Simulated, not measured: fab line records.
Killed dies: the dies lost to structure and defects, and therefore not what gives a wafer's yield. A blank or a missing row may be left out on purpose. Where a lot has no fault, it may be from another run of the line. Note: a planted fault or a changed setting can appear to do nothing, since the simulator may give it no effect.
The tool behind it: which one?    flow sky130    Sampling: 13 lots, 39 wafers, 2 of 708 route steps

## WHAT THE GAUGES READ, wafer by wafer
SKY_VIA4_OVL_MEAS_11.
lot   measured      on          VIA4_OVL (nm)
L616  day 43 04:42  overlay-02  -3.4 -1.6 -3.2
L617  day 43 10:20  overlay-02  -2.1 -3.9 -3.5
L619  day 43 22:01  overlay-02  -0.2 0.3 -0.6
L620  day 44 18:16  overlay-01  -1.5 -0.2 -0.5
L623  day 45 12:12  overlay-01  -0.1 -1.2 -0.5
L624  day 45 18:33  overlay-02  -4.3 -4.6 -3.6
L628  day 46 09:21  overlay-02  -1.6 -2.3 -2.2
L630  day 46 23:16  overlay-02  1.4 0.5 -0.5
L631  day 47 10:25  overlay-01  -3.0 -1.1 -2.0
L633  day 47 22:03  overlay-01  -1.4 -1.7 -0.7
L636  day 48 06:03  overlay-01  -3.0 -1.8 -2.8
L637  day 48 12:34  overlay-02  -4.9 -5.3 -3.4
L638  day 48 18:12  overlay-02  -0.1 -0.5 -0.3

## EACH LOT AND THE TOOL THAT RAN IT (in order: tool; ch and the chambers of the sampled wafers; start)
lot   SKY_LOCAL_INTERCONNECT_CLEAN_17
L616  wetBench-03 ch 0, day 30 19:28
L617  wetBench-04 ch 2, day 31 00:31
L619  wetBench-02 ch 0, day 31 15:37
L620  wetBench-02 ch 2, day 32 15:43
L623  wetBench-02 ch 0, day 33 09:26
L624  wetBench-03 ch 3, day 33 21:29
L628  wetBench-03 ch 0, day 34 15:34
L630  wetBench-03 ch 2, day 35 10:59
L631  wetBench-04 ch 1, day 35 14:27
L633  wetBench-03 ch 0, day 36 14:41
L636  wetBench-04 ch 3, day 37 00:44
L637  wetBench-02 ch 0, day 37 07:28
L638  wetBench-02 ch 1, day 37 18:29
- SKY_LOCAL_INTERCONNECT_CLEAN_17: cleans in IPA, time 180 s.

## AS READ BY THE TOOLS THEMSELVES (means over the sampled wafers that have a number; for cases with no such wafer, the mark the record gives instead)
The record holds no such reading with a usual standard deviation.

## THE ANSWER, worked out from the rows above alone
Rule: usual is defined by the lots themselves. The widest of any qualifying gaps counts: lots, ordered by their means at a reading, are off when they make up no more than a third of the lots, leave a main group of 4 or more, and stand apart from it by 3 or more times the standard deviation of that group's means. Not used: any main group whose means are identical at the precision the tables above print for the reading. Also off: a lot with no number at a reading for which 4 or more lots have one. All remaining lots with rows at the step are treated as sound. First the gauges in route order, then the tools' own readings, where a lot's mean is used as printed above. At the first step where some lot is off, the reading lying furthest off is the one used; lots without a number count as furthest.
Nothing can be told from this: no lot is off at any reading shown.

## WHAT WAS PUT IN BY THE SIMULATOR
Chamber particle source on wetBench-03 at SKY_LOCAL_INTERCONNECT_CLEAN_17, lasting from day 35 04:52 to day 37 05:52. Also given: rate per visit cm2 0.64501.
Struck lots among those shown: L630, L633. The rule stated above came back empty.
